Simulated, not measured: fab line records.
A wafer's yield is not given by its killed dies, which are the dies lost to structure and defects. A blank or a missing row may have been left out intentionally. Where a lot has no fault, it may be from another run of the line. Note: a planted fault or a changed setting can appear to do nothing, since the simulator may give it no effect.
Matching of chambers -- flow sfq-line -- 4 sister chambers for SFQ_TRILAYER_I1_VIA_ETCH_VIA_ETCH_052 on rie-diel-01
The step etches SiO2 in CHF3, stops on Nb, target depth 260 nm. 8 wafers are shown with their chamber, then 7 later ones without.

WAFERS, EACH WITH ITS CHAMBER
wafer,chamber,oes-product-au (a.u.)
L453.4,2,0.865
L455.1,0,0.855
L455.4,3,0.857
L455.5,1,0.850
L460.1,2,0.860
L460.2,1,0.852
L460.4,3,0.855
L462.2,0,0.851

WAFERS WITH NO CHAMBER GIVEN
wafer,oes-product-au (a.u.)
L462.3,0.859
L462.5,0.854
L467.2,0.853
L467.5,0.850
L470.1,0.861
L470.3,0.864
L470.4,0.859

THE CHAMBER EACH PASSED THROUGH
wafer,from the rows above,in truth
L462.3,can't be placed: 3 or 2 or 0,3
L462.5,can't be placed: 0 or 3 or 1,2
L467.2,can't be placed: 0 or 1 or 3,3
L467.5,can't be placed: 1 or 0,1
L470.1,can't be placed: 2 or 3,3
L470.3,2,2
L470.4,can't be placed: 3 or 2 or 0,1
1 of 7 placed correctly. Can't be placed from these rows: 6 (the true chamber is among the candidates in 4). 0 placed wrongly.
How it was worked out, from the rows above alone: a wafer's distance from a chamber is the root of the sum, over the readings, of the square of ((its reading less the chamber's mean) divided by the reading's scatter). If the next closest chamber is less than 2 further off than the closest, the wafer can't be placed; otherwise it belongs to the closest. A chamber's mean is the mean of its shown wafers. The scatter: the root of (the sum of the squares of (reading less its chamber's mean) over the shown wafers, divided by (wafers less chambers)).
